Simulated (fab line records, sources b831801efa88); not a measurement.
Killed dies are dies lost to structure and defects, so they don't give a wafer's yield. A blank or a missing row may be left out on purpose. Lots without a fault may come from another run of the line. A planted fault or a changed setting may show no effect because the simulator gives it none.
Tool commonality check | flow sky130 | 12 lots, 36 wafers sampled

WHY IT WAS OPENED
At SKY_NWELL_TW_MEAS_15 the reading NWELL_TW is flagged on 2 of 12 lots. Wafers without a fault read 1832, standard deviation 13.
Rule: a lot is flagged when every wafer of it that has a number lies more than 4 standard deviations from that mean, or none has a number. The other lots count as sound.

lot  | measured     | on            | NWELL_TW, wafer by wafer | flag
L566 | day 4 11:24  | film_metro-02 | 1844 1848 1842           |
L569 | day 6 04:11  | film_metro-02 | 1816 1833 1823           |
L571 | day 6 11:13  | film_metro-04 | 1843 1843 1833           |
L574 | day 7 01:47  | film_metro-03 | 1816 1813 1818           |
L575 | day 7 02:11  | film_metro-03 | 1822 1822 1821           |
L576 | day 7 04:19  | film_metro-02 | 1857 1851 1845           |
L578 | day 7 15:13  | film_metro-03 | 1828 1817 1822           |
L577 | day 7 15:22  | film_metro-02 | 1853 1847 1847           |
L581 | day 8 08:55  | film_metro-02 | 1833 1842 1840           |
L587 | day 9 20:52  | film_metro-04 | 1647 1647 1651           | FLAGGED
L588 | day 9 23:28  | film_metro-04 | 1659 1656 1662           | FLAGGED
L589 | day 10 03:40 | film_metro-04 | 1829 1834 1835           |
The numbers of the flagged lots are 1654 on average: -178 against the usual, or -14 standard deviations.

WHICH TOOL RAN EACH LOT
The record holds 2 process steps before the reading, out of a route of 708 steps. In each cell: the tool, then ch and the chambers that the sampled wafers went through, then the start.
lot  | flag    | SKY_PWDE_STRIP_09                   | SKY_NWELL_IMPLANT_11
L566 |         | plasma_asher-04 ch 0,1, day 3 20:01 | implanter-03 ch 0, day 4 10:51
L569 |         | plasma_asher-01 ch 0,1, day 5 09:21 | implanter-03 ch 0, day 6 03:40
L571 |         | plasma_asher-04 ch 0,1, day 5 15:48 | implanter-01 ch 0, day 6 10:41
L574 |         | plasma_asher-03 ch 0,1, day 6 05:42 | implanter-03 ch 0, day 7 01:16
L575 |         | plasma_asher-01 ch 0,1, day 6 06:03 | implanter-01 ch 0, day 7 01:40
L576 |         | plasma_asher-04 ch 0,1, day 6 08:21 | implanter-03 ch 0, day 7 03:48
L578 |         | plasma_asher-04 ch 0,1, day 6 19:56 | implanter-01 ch 0, day 7 14:40
L577 |         | plasma_asher-03 ch 0,1, day 6 19:58 | implanter-04 ch 0, day 7 14:49
L581 |         | plasma_asher-01 ch 0,1, day 7 13:26 | implanter-01 ch 0, day 8 08:22
L587 | FLAGGED | plasma_asher-01 ch 0,1, day 8 21:48 | implanter-01 ch 0, day 9 20:19
L588 | FLAGGED | plasma_asher-03 ch 0,1, day 9 00:42 | implanter-01 ch 0, day 9 22:55
L589 |         | plasma_asher-04 ch 0,1, day 9 04:55 | implanter-03 ch 0, day 10 03:07
What these steps do:
- SKY_PWDE_STRIP_09: strips in O2/N2.
- SKY_NWELL_IMPLANT_11
- SKY_NWELL_TW_MEAS_15

FLAGGED OVER TOTAL, TOOL BY TOOL (the gauges that took the reading come last)
step                 | tool            | lots run | flagged | share of the flagged lots | sound lots run after its first flagged lot
SKY_PWDE_STRIP_09    | plasma_asher-01 | 4        | 1       | some                      | 0
SKY_PWDE_STRIP_09    | plasma_asher-03 | 3        | 1       | some                      | 0
SKY_PWDE_STRIP_09    | plasma_asher-04 | 5        | 0       | none                      | -
SKY_NWELL_IMPLANT_11 | implanter-01    | 6        | 2       | all                       | 0
SKY_NWELL_IMPLANT_11 | implanter-03    | 5        | 0       | none                      | -
SKY_NWELL_IMPLANT_11 | implanter-04    | 1        | 0       | none                      | -
SKY_NWELL_TW_MEAS_15 | film_metro-02   | 5        | 0       | none                      | -
SKY_NWELL_TW_MEAS_15 | film_metro-03   | 3        | 0       | none                      | -
SKY_NWELL_TW_MEAS_15 | film_metro-04   | 4        | 2       | all                       | 1 (L589)

WHAT THE TABLE ALLOWS
2 rows of the table ran every flagged lot: implanter-01 at SKY_NWELL_IMPLANT_11, film_metro-04 at SKY_NWELL_TW_MEAS_15.
- implanter-01 at SKY_NWELL_IMPLANT_11: 2 of its 6 lots flagged. Its last sound lot is L581 (day 8 08:22), its first flagged lot L587 (day 9 20:19): a fault that began between those two fits. Its own readings lie more than 4 standard deviations out on every wafer of the flagged lots: dose_ions_cm2, faraday_current_uA.
- film_metro-04 at SKY_NWELL_TW_MEAS_15: 2 of its 4 lots flagged. Sound lots ran on it after the first flagged one (L589), which a lasting fault on the whole tool wouldn't allow.
One tool is left: implanter-01 at SKY_NWELL_IMPLANT_11.

WHAT THE SIMULATOR HAD PUT IN
Process parameter drift: implanter-01, from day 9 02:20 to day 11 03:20, at SKY_NWELL_IMPLANT_11. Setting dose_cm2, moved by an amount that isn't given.
Lots struck among those shown: L587, L588. The rule above found the same.
